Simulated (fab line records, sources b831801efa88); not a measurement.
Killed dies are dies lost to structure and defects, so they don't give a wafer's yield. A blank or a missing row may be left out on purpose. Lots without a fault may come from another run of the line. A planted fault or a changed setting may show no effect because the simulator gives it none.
fab line records | flow gf180mcu
record lots=7 wafers=21 last_day=34
route steps=602 shown HV_LDD@198
lots that met no fault: from a run of the same line without faults
start_h: hours from the record's first day to the start of the lot's first wafer shown | wait_h: hours since the lot's step before | " the same as in the row above | L1.1+2: a row that stands for several wafers | - no value, or no start given | * or withheld: withheld | < > ~ a bound
route shown NAME@n: a module of which the file shows steps, and the number in the route of the first | usual: mean/standard deviation of fault-free wafers | same: alike in all rows | chamber/n: place in a boat | sites: the reading at each site | _std_site: their standard deviation | _edge_site: outer sites' mean less inner sites' | radius_mm: how far each site lies from the wafer's centre | mask NAME#n: copy n | behind: the tool/chamber that last shaped the wafer | hold: why the lot was held/for how many hours/how that ended | device: the transistor (n, p or np) that didn't switch | end of line: the same wafers' tests at the end of the route | a step without rows: its recipe alone | killed: dies lost to structure and defects at the first sort, not the wafer's yield | map: a wafer's dies, x killed, . not, _ none there
set.NAME: the setting as run; set.NAME@STEP: as run at that earlier step | model.NAME: the simulator's own value behind a step, which no gauge read
lots at some steps of the route; a table a step, a row a wafer
services: from which hour (start_h, from the record's first day; less than 0 if before it) a tool's chamber was out of use, for how many hours, and why
## steps
# step GF_HV_LDD_STRIP_22
# recipe chemistry=O2/N2 power_w=1400 pressure_mtorr=1500 platen_temp_c=250 o2_flow_sccm=3000 n2_flow_sccm=300 overash_fraction=0.5
# usual chamber_pressure_mTorr=1499.9/1.4 drypump_motor_current_A=6.00/0.2 heater_power_w=337/23 o2_flow_sccm=2999/9 oes_product_au=0.716/0.0045 platen_temp_c=250.02/0.16 strip_time_to_endpoint_s=12.63/0.037
# columns lot.wafer tool chamber start_h wait_h chamber_pressure_mTorr drypump_motor_current_A heater_power_w o2_flow_sccm oes_product_au platen_temp_c rf_hours_counter_h strip_time_to_endpoint_s
L457.2 plasma_asher-03 1 247.04 0.1 1501.0 5.71 382 3007 0.723 250.04 15 12.61
L457.4 " 1 " " 1499.0 5.68 382 2999 0.711 250.13 - 12.63
L457.5 " 1 " " 1499.7 5.68 368 2998 0.716 249.99 - 12.66
L458.1 plasma_asher-03 0 253.24 0.1 1501.1 6.23 319 2996 0.718 249.80 16 12.70
L458.2 " 1 " " 1499.9 5.71 375 3001 0.719 250.06 16 12.73
L458.3 " 1 " " 1501.0 5.68 367 2994 0.716 250.24 - 12.68
L463.1 plasma_asher-03 1 301.57 0.1 1496.9 5.70 363 3009 0.713 249.86 21 12.63
L463.2 " 0 " " 1499.7 6.22 302 3004 0.721 250.08 21 12.60
L463.4 " 0 " " 1500.2 6.24 308 3005 0.715 249.85 - 12.62
L472.1 plasma_asher-04 1 369.19 0.1 1500.7 6.10 322 2994 0.718 250.05 58 12.60
L472.2 " 0 " " 1498.2 5.88 343 2999 0.713 250.08 58 12.58
L472.3 " 0 " " 1497.9 5.87 345 3004 0.712 249.91 - 12.64
L475.2 plasma_asher-03 0 384.14 0.1 1499.7 6.24 312 2998 0.721 249.95 30 12.56
L475.3 " 1 " " 1499.8 5.66 372 2990 0.716 250.05 - 12.57
L475.6 " 1 " " 1499.9 5.67 373 2994 0.719 249.99 - 12.60
L476.1 plasma_asher-03 0 398.68 0.1 1499.8 6.23 306 2984 0.716 249.93 31 12.62
L476.3 " 0 " " 1498.2 6.21 302 2987 0.712 249.82 - 12.59
L476.6 " 0 " " 1499.4 6.21 299 2999 0.711 249.87 - 12.59
L477.1 plasma_asher-02 1 406.08 0.1 1497.7 6.14 337 2990 0.714 250.23 77 12.65
L477.2 " 0 " " 1498.1 6.05 337 3011 0.708 250.32 77 12.66
L477.6 " 0 " " 1501.5 6.06 346 2999 0.715 249.91 - 12.60
# step GF_HV_LDD_TW_MEAS_23
# usual HV_LDD_2_TW=1051/13
# columns lot.wafer tool chamber start_h wait_h HV_LDD_2_TW
L457.2 film_metro-01 - 247.15 0.1 1044
L457.4 " - " " 1042
L457.5 " - " " 1044
L458.1 film_metro-01 - 253.34 0.1 1044
L458.2 " - " " 1048
L458.3 " - " " 1050
L463.1 film_metro-04 - 301.67 0.1 1069
L463.2 " - " " 1072
L463.4 " - " " 1073
L472.1 film_metro-03 - 369.29 0.1 1049
L472.2 " - " " 1052
L472.3 " - " " 1051
L475.2 film_metro-01 - 384.25 0.1 1032
L475.3 " - " " 1035
L475.6 " - " " 1038
L476.1 film_metro-03 - 398.78 0.1 1042
L476.3 " - " " 1038
L476.6 " - " " 1044
L477.1 film_metro-04 - 406.18 0.1 1064
L477.2 " - " " 1072
L477.6 " - " " 1075
# step GF_HV_LDD_DEHYDRATE_24
# recipe temp_c=200 time_s=60
# step GF_HV_LDD_HMDS_25
# recipe prime_time_s=60 prime_temp_c=120
# step GF_HV_LDD_COAT_26
# recipe resist=NOVOLAK spin_rpm=3000 resist_thk_nm=1000
# step GF_HV_LDD_SOFTBAKE_27
# recipe temp_c=90 time_s=60 resist=NOVOLAK
# step GF_HV_LDD_EXPOSE_28
# recipe mask_id=Nplus_HV_AREA target_cd_nm=400 na=0.6 source_shape=conventional sigma_outer=0.6 dose_mj=140
# step GF_HV_LDD_PEB_29
# recipe temp_c=withheld time_s=* resist=NOVOLAK
# step GF_HV_LDD_DEVELOP_30
# recipe develop_time_s=60 dev_temp_c=23
# step GF_HV_LDD_CD_MEAS_31
# recipe target_cd_nm=400
# usual cd_nm=400.4/2
# columns lot.wafer tool chamber start_h wait_h cd_nm
L457.2 cd_sem-02 - 265.84 0.1 401.6
L457.4 " - " " 401.6
L457.5 " - " " 400.5
L458.1 cd_sem-01 - 272.23 0.1 395.2
L458.2 " - " " 397.6
L458.3 " - " " 399.2
L463.1 cd_sem-01 - 321.68 0.1 397.7
L463.2 " - " " 400.6
L463.4 " - " " 397.6
L472.1 cd_sem-01 - 391.93 0.1 402.8
L472.2 " - " " 402.6
L472.3 " - " " 400.8
L475.2 cd_sem-01 - 407.17 0.1 400.3
L475.3 " - " " 400.0
L475.6 " - " " 402.4
L476.1 cd_sem-02 - 422.63 0.1 404.7
L476.3 " - " " 401.8
L476.6 " - " " 402.7
L477.1 cd_sem-02 - 429.51 0.1 397.9
L477.2 " - " " 399.2
L477.6 " - " " 398.6
# step GF_HV_LDD_OVL_MEAS_32
# usual HV_LDD_02_OVL=0.0/1.2
# columns lot.wafer tool chamber start_h wait_h HV_LDD_02_OVL[nm]
L457.2 overlay-01 - 265.94 0.1 0.3
L457.4 " - " " -0.1
L457.5 " - " " 0.7
L458.1 overlay-02 - 272.35 0.1 -0.9
L458.2 " - " " -1.8
L458.3 " - " " -0.5
L463.1 overlay-02 - 321.80 0.1 -0.4
L463.2 " - " " -1.9
L463.4 " - " " -2.4
L472.1 overlay-02 - 392.05 0.1 1.2
L472.2 " - " " 0.3
L472.3 " - " " 1.4
L475.2 overlay-01 - 407.27 0.1 1.1
L475.3 " - " " 1.5
L475.6 " - " " -0.6
L476.1 overlay-01 - 422.75 0.1 0.3
L476.3 " - " " -0.6
L476.6 " - " " -1.1
L477.1 overlay-02 - 429.63 0.1 1.4
L477.2 " - " " -0.2
L477.6 " - " " -0.5
# step GF_HV_LDD_IMPLANT_33
# recipe species=P energy_kev=60 dose_cm2=7.5e+12 tilt_deg=30 rotation_deg=0
# step GF_HV_LDD_IMPLANT_34
# recipe species=P energy_kev=60 dose_cm2=7.5e+12 tilt_deg=30 rotation_deg=90
# usual beam_energy_keV=60.000/0.019 beam_on_s=10.03/0.2 implant_ion_amu=31/0
# columns lot.wafer tool chamber start_h wait_h beam_energy_keV beam_on_s implant_ion_amu
L457.2 implanter-04 0 266.15 0.1 60.015 9.82 31
L457.4 " 0 " " 60.010 10.14 31
L457.5 " 0 " " 60.000 9.79 31
L458.1 implanter-03 0 272.54 0.1 59.994 10.07 31
L458.2 " 0 " " 59.982 10.19 31
L458.3 " 0 " " 60.001 9.72 31
L463.1 implanter-03 0 321.99 0.1 59.992 10.07 31
L463.2 " 0 " " 59.984 10.06 31
L463.4 " 0 " " 60.009 9.75 31
L472.1 implanter-02 0 392.23 0.1 59.968 10.44 31
L472.2 " 0 " " 59.988 9.58 31
L472.3 " 0 " " 59.988 10.08 31
L475.2 implanter-03 - 407.48 0.1 - - -
L475.3 " - " " - - -
L475.6 " - " " - - -
L476.1 implanter-02 - 422.93 0.1 - - -
L476.3 " - " " - - -
L476.6 " - " " - - -
L477.1 implanter-03 - 429.82 0.1 - - -
L477.2 " - " " - - -
L477.6 " - " " - - -
# step GF_HV_LDD_IMPLANT_35
# recipe species=P energy_kev=60 dose_cm2=7.5e+12 tilt_deg=30 rotation_deg=180
# step GF_HV_LDD_IMPLANT_36
# recipe species=P energy_kev=60 dose_cm2=7.5e+12 tilt_deg=30 rotation_deg=270
# step GF_HV_LDD_STRIP_37
# recipe chemistry=O2/N2 power_w=1400 pressure_mtorr=1500 platen_temp_c=250 o2_flow_sccm=3000 n2_flow_sccm=300 overash_fraction=0.5
# usual chamber_pressure_mTorr=1499.9/1.3 drypump_motor_current_A=6.04/0.15 heater_power_w=336/17 o2_flow_sccm=2999/9 oes_product_au=0.716/0.0051 platen_temp_c=249.99/0.17 strip_time_to_endpoint_s=12.63/0.035
# columns lot.wafer tool chamber start_h wait_h chamber_pressure_mTorr drypump_motor_current_A heater_power_w o2_flow_sccm oes_product_au platen_temp_c rf_hours_counter_h strip_time_to_endpoint_s
L457.2 plasma_asher-04 1 266.57 0.1 1499.3 6.12 318 2990 0.717 249.90 46 12.67
L457.4 " 0 " " 1496.7 5.87 336 3006 0.723 250.03 - 12.67
L457.5 " 1 " " 1499.0 6.14 318 2982 0.708 249.98 - 12.63
L458.1 plasma_asher-02 0 272.99 0.1 1499.9 6.04 341 2988 0.710 250.33 63 12.63
L458.2 " 1 " " 1500.1 6.14 338 3007 0.717 250.12 63 12.65
L458.3 " 0 " " 1501.4 6.04 352 2982 0.714 250.04 - 12.60
L463.1 plasma_asher-04 1 322.44 0.1 1499.9 6.11 318 2995 0.717 249.77 53 12.70
L463.2 " 0 " " 1503.2 5.88 344 2995 0.725 250.11 53 12.66
L463.4 " 1 " " 1500.5 6.11 320 3014 0.720 249.90 - 12.67
L472.1 plasma_asher-02 0 392.68 0.1 1499.6 6.04 342 3001 0.722 249.96 76 12.59
L472.2 " 1 " " 1500.8 6.18 344 2989 0.716 250.15 76 12.58
L472.3 " 0 " " 1500.9 6.04 331 2990 0.724 250.12 - 12.60
L475.2 plasma_asher-02 0 407.90 0.1 1499.7 6.04 346 3002 0.717 250.25 77 12.62
L475.3 " 1 " " 1499.1 6.11 339 3007 0.713 249.83 - 12.62
L475.6 " 0 " " 1498.9 5.98 332 3001 0.728 250.03 - 12.66
L476.1 plasma_asher-03 0 423.38 0.1 1500.7 6.24 306 2990 0.713 250.24 34 12.67
L476.3 " 0 " " 1499.0 6.26 308 3000 0.714 250.04 - 12.62
L476.6 " 1 " " 1499.8 5.68 364 2993 0.720 249.93 - 12.69
L477.1 plasma_asher-02 0 430.27 0.1 1501.3 6.05 333 2986 0.717 249.90 0 12.60
L477.2 " 1 " " 1500.3 6.13 322 3004 0.707 249.99 0 12.62
L477.6 " 0 " " 1500.9 6.05 339 2989 0.731 250.10 - 12.61
# step GF_HV_LDD_TW_MEAS_38
# usual HV_LDD_3_TW=1433/20
# columns lot.wafer tool chamber start_h wait_h HV_LDD_3_TW
L457.2 film_metro-01 - 266.68 0.1 1420
L457.4 " - " " 1426
L457.5 " - " " 1420
L458.1 film_metro-01 - 273.09 0.1 1421
L458.2 " - " " 1421
L458.3 " - " " 1420
L463.1 film_metro-03 - 322.54 0.1 1414
L463.2 " - " " 1410
L463.4 " - " " 1419
L472.1 film_metro-01 - 392.78 0.1 1421
L472.2 " - " " 1406
L472.3 " - " " 1410
L475.2 film_metro-04 - 408.01 0.1 1332
L475.3 " - " " 1337
L475.6 " - " " 1335
L476.1 film_metro-04 - 423.48 0.1 1337
L476.3 " - " " 1341
L476.6 " - " " 1331
L477.1 film_metro-04 - 430.37 0.1 1331
L477.2 " - " " 1335
L477.6 " - " " 1331
# step GF_HV_LDD_DEHYDRATE_39
# recipe temp_c=200 time_s=60
# step GF_HV_LDD_HMDS_40
# recipe prime_time_s=60 prime_temp_c=120
# step GF_HV_LDD_COAT_41
# recipe resist=NOVOLAK spin_rpm=3000 resist_thk_nm=1000
# step GF_HV_LDD_SOFTBAKE_42
# recipe temp_c=90 time_s=60 resist=NOVOLAK
# step GF_HV_LDD_EXPOSE_43
# recipe mask_id=Pplus_HV_AREA target_cd_nm=400 na=0.6 source_shape=conventional sigma_outer=0.6 dose_mj=140
# step GF_HV_LDD_PEB_44
# recipe temp_c=withheld time_s=* resist=NOVOLAK
# step GF_HV_LDD_DEVELOP_45
# recipe develop_time_s=60 dev_temp_c=23
# step GF_HV_LDD_CD_MEAS_46
# recipe target_cd_nm=400
# usual cd_nm=400.2/2.3
# columns lot.wafer tool chamber start_h wait_h cd_nm
L457.2 cd_sem-02 - 286.14 0.1 402.3
L457.4 " - " " 402.2
L457.5 " - " " 402.2
L458.1 cd_sem-02 - 292.83 0.1 401.6
L458.2 " - " " 399.7
L458.3 " - " " 400.8
L463.1 cd_sem-02 - 342.93 0.1 400.5
L463.2 " - " " 403.1
L463.4 " - " " 400.0
L472.1 cd_sem-02 - 416.11 0.1 399.5
L472.2 " - " " 398.7
L472.3 " - " " 400.8
L475.2 cd_sem-01 - 431.18 0.1 402.3
L475.3 " - " " 401.9
L475.6 " - " " 402.4
L476.1 cd_sem-01 - 447.06 0.1 397.1
L476.3 " - " " 396.2
L476.6 " - " " 396.5
L477.1 cd_sem-02 - 455.03 0.1 402.6
L477.2 " - " " 399.7
L477.6 " - " " 398.9
# step GF_HV_LDD_OVL_MEAS_47
# usual HV_LDD_03_OVL=0.8/1.3
# columns lot.wafer tool chamber start_h wait_h HV_LDD_03_OVL[nm]
L457.2 overlay-01 - 286.24 0.1 0.2
L457.4 " - " " 1.1
L457.5 " - " " 1.0
L458.1 overlay-02 - 292.95 0.1 -0.4
L458.2 " - " " -1.1
L458.3 " - " " 0.0
L463.1 overlay-01 - 343.05 0.1 -0.3
L463.2 " - " " 2.1
L463.4 " - " " 0.7
L472.1 overlay-02 - 416.23 0.1 1.2
L472.2 " - " " 0.6
L472.3 " - " " -1.5
L475.2 overlay-01 - 431.29 0.1 2.4
L475.3 " - " " 2.0
L475.6 " - " " 2.6
L476.1 overlay-02 - 447.18 0.1 1.5
L476.3 " - " " 2.0
L476.6 " - " " 1.7
L477.1 overlay-02 - 455.15 0.1 2.3
L477.2 " - " " 1.0
L477.6 " - " " 1.4
# step GF_HV_LDD_IMPLANT_48
# recipe species=B energy_kev=25 dose_cm2=3e+13 tilt_deg=7
# step GF_HV_LDD_STRIP_49
# recipe chemistry=O2/N2 power_w=1400 pressure_mtorr=1500 platen_temp_c=250 o2_flow_sccm=3000 n2_flow_sccm=300 overash_fraction=0.5
# usual chamber_pressure_mTorr=1500.0/1.4 drypump_motor_current_A=6.01/0.18 heater_power_w=334/20 o2_flow_sccm=3000/15 oes_product_au=0.716/0.0042 platen_temp_c=249.99/0.16 strip_time_to_endpoint_s=12.628/0.03
# columns lot.wafer tool chamber start_h wait_h chamber_pressure_mTorr drypump_motor_current_A heater_power_w o2_flow_sccm oes_product_au platen_temp_c rf_hours_counter_h strip_time_to_endpoint_s
L457.2 plasma_asher-02 1 286.42 0.1 1499.6 6.11 331 2987 0.712 250.20 65 12.629
L457.4 " 0 " " 1500.8 6.04 339 2998 0.719 250.07 - 12.628
L457.5 " 1 " " 1501.6 6.08 334 2996 0.706 250.00 - 12.650
L458.1 plasma_asher-02 0 293.14 0.1 1498.7 6.02 335 3001 0.717 249.79 66 12.617
L458.2 " 1 " " 1500.2 6.10 331 3005 0.719 249.82 66 12.637
L458.3 " 1 " " 1501.1 6.16 337 3002 0.722 249.88 - 12.663
L463.1 plasma_asher-04 1 343.24 0.1 1500.8 6.10 318 2984 0.718 249.62 55 12.641
L463.2 " 0 " " 1502.6 5.85 338 2994 0.713 249.92 55 12.593
L463.4 " 1 " " 1497.8 6.09 319 2997 0.722 249.81 - 12.640
L472.1 plasma_asher-04 1 416.42 0.1 1499.1 6.12 317 2990 0.716 249.67 63 12.588
L472.2 " 0 " " 1497.3 5.83 349 3000 0.717 249.99 63 12.607
L472.3 " 0 " " 1499.4 5.85 340 3001 0.713 249.79 - 12.587
L475.2 plasma_asher-03 1 431.47 0.1 1501.3 5.68 367 3008 0.719 249.77 35 12.631
L475.3 " 0 " " 1500.7 6.25 294 3015 0.721 250.05 - 12.612
L475.6 " 0 " " 1501.4 6.25 307 3004 0.722 250.07 - 12.664
L476.1 plasma_asher-04 1 447.37 0.1 1501.6 6.11 322 3004 0.725 249.82 67 12.649
L476.3 " 1 " " 1500.1 6.11 318 2998 0.717 250.01 - 12.641
L476.6 " 1 " " 1499.0 6.12 314 2992 0.712 250.08 - 12.633
L477.1 plasma_asher-02 1 455.33 0.1 1496.6 6.15 325 3020 0.717 249.81 3 12.610
L477.2 " 0 " " 1498.9 6.03 343 2994 0.717 250.19 3 12.588
L477.6 " 1 " " 1499.1 6.15 337 3023 0.717 250.29 - 12.600
# step GF_HV_LDD_TW_MEAS_50
# usual HV_LDD_4_TW=568/8.1
# columns lot.wafer tool chamber start_h wait_h HV_LDD_4_TW
L457.2 film_metro-01 - 286.53 0.1 565
L457.4 " - " " 566
L457.5 " - " " 566
L458.1 film_metro-01 - 293.24 0.1 564
L458.2 " - " " 560
L458.3 " - " " 567
L463.1 film_metro-04 - 343.34 0.1 574
L463.2 " - " " 572
L463.4 " - " " 574
L472.1 film_metro-04 - 416.52 0.1 580
L472.2 " - " " 580
L472.3 " - " " 581
L475.2 film_metro-04 - 431.58 0.1 579
L475.3 " - " " 577
L475.6 " - " " 580
L476.1 film_metro-04 - 447.47 0.1 581
L476.3 " - " " 577
L476.6 " - " " 577
L477.1 film_metro-04 - 455.43 0.1 579
L477.2 " - " " 578
L477.6 " - " " 575
# step GF_HV_LDD_CLEAN_51
# recipe chemistry=SC1/SC2 mix=1:4:20 temp_c=70 time_s=150 dry=n2_spin
# step GF_HV_LDD_RTA_52
# recipe temp_c=1000 time_s=10 ambient=N2
# usual lamp_power_pct=35.1/2.4 wafer_temp_C_max=1004.4/2
# columns lot.wafer tool chamber start_h wait_h lamp_power_pct wafer_temp_C_max
L457.2 rtp_anneal-01 0 286.64 0.0 32.7 1002.3
L457.4 " 0 " " 32.7 1002.5
L457.5 " 0 " " 32.6 1001.6
L458.1 rtp_anneal-02 0 293.35 0.0 37.6 1005.5
L458.2 " 0 " " 37.6 1005.1
L458.3 " 0 " " 37.6 1005.9
L463.1 rtp_anneal-02 0 343.45 0.0 37.6 1006.9
L463.2 " 0 " " 37.6 1007.6
L463.4 " 0 " " 37.6 1007.7
L472.1 rtp_anneal-01 0 416.63 0.0 32.6 1002.7
L472.2 " 0 " " 32.7 1002.9
L472.3 " 0 " " 32.6 1003.2
L475.2 rtp_anneal-02 0 431.69 0.0 37.5 1007.0
L475.3 " 0 " " 37.6 1006.2
L475.6 " 0 " " 37.6 1004.3
L476.1 rtp_anneal-01 0 447.58 0.0 32.7 1003.2
L476.3 " 0 " " 32.6 1002.7
L476.6 " 0 " " 32.7 1002.8
L477.1 rtp_anneal-01 0 455.54 0.0 32.7 1002.3
L477.2 " 0 " " 32.7 1002.7
L477.6 " 0 " " 32.7 1002.8
# step GF_HV_LDD_RS_MEAS_53
# recipe thk_meas_gauge=four-point-probe
# usual HV_LDD_RS=418.1/1
# columns lot.wafer tool chamber start_h wait_h HV_LDD_RS[ohm/sq]
L457.2 film_metro-01 - 286.72 0.1 417.4
L457.4 " - " " 418.2
L457.5 " - " " 417.6
L458.1 film_metro-01 - 293.41 0.1 417.8
L458.2 " - " " 417.9
L458.3 " - " " 418.4
L463.1 film_metro-01 - 343.52 0.1 418.1
L463.2 " - " " 419.0
L463.4 " - " " 419.1
L472.1 film_metro-03 - 416.70 0.1 419.4
L472.2 " - " " 419.1
L472.3 " - " " 419.0
L475.2 film_metro-03 - 431.77 0.1 439.6
L475.3 " - " " 439.8
L475.6 " - " " 440.4
L476.1 film_metro-01 - 447.65 0.1 440.4
L476.3 " - " " 440.9
L476.6 " - " " 441.5
L477.1 film_metro-03 - 455.61 0.1 440.6
L477.2 " - " " 439.3
L477.6 " - " " 439.0
# step GF_HV_LDD_CVD_54
# recipe material=SiO2 target_thk_nm=10 precursor=TEOS temp_c=680 time_s=75 pressure_mtorr=400
## services
# columns tool chamber start_h hours kind
implanter-03 - 248.52 7.3 repair
plasma_asher-03 - 280.59 2.9 repair
implanter-02 - 287.27 1.1 repair
plasma_asher-02 - 313.35 2.8 pm
plasma_asher-03 - 314.34 1.9 repair
implanter-02 - 323.68 4.1 repair
implanter-03 - 334.14 4.1 pm
implanter-02 - 355.99 20.4 pm
implanter-04 - 370.69 4.0 repair
plasma_asher-03 - 404.24 2.8 pm
implanter-03 - 417.40 0.5 repair
plasma_asher-04 - 419.58 0.6 repair
plasma_asher-02 - 421.25 9.0 pm
plasma_asher-02 0 421.25 9.0 vent_cycle
plasma_asher-02 1 421.25 9.0 vent_cycle
implanter-04 - 422.78 2.0 repair
plasma_asher-02 0 430.25 - clean
plasma_asher-02 1 430.25 - clean
## key
first_sign step=GF_HV_LDD_IMPLANT_34 reading=tool_record direction=missing
effect step=GF_HV_LDD_TW_MEAS_38 reading=HV_LDD_3_TW direction=down sigmas=4.9 usual=1433 struck=1334
effect step=GF_HV_LDD_RS_MEAS_53 reading=HV_LDD_RS direction=up sigmas=22 usual=418.1 struck=440.2
met_at GF_HV_LDD_IMPLANT_34
struck_wafers L475.2,L475.3,L475.6,L476.1,L476.3,L476.6,L477.1,L477.2,L477.6
later_rows_left_out L475.2,L475.3,L475.6,L476.1,L476.3,L476.6,L477.1,L477.2,L477.6
sort_left_out L475.2,L475.3,L475.6,L476.1,L476.3,L476.6,L477.1,L477.2,L477.6
tester_left_out L475,L476,L477
onset_between 392.23 407.48
fault kind=skipped_step_whole tool=implanter-02,implanter-03 chamber=- onset_h=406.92 steps=GF_HV_LDD_IMPLANT_34 scope=struck_lots_only
# tester_left_out: of these lots the tester's yield and bins aren't shown, on N5 and GAA mostly nor the transistor test; their killed dies are dies lost to structure and defects alone, not to doping, threshold or leakage, so they don't give the yield
# sort_left_out: the simulated sort isn't trusted on such a fault, so these wafers' sort isn't shown, and their yield isn't known
# later_rows_left_out: the simulator's readings of these wafers behind a module that went badly wrong aren't trusted and aren't shown, but for the sort
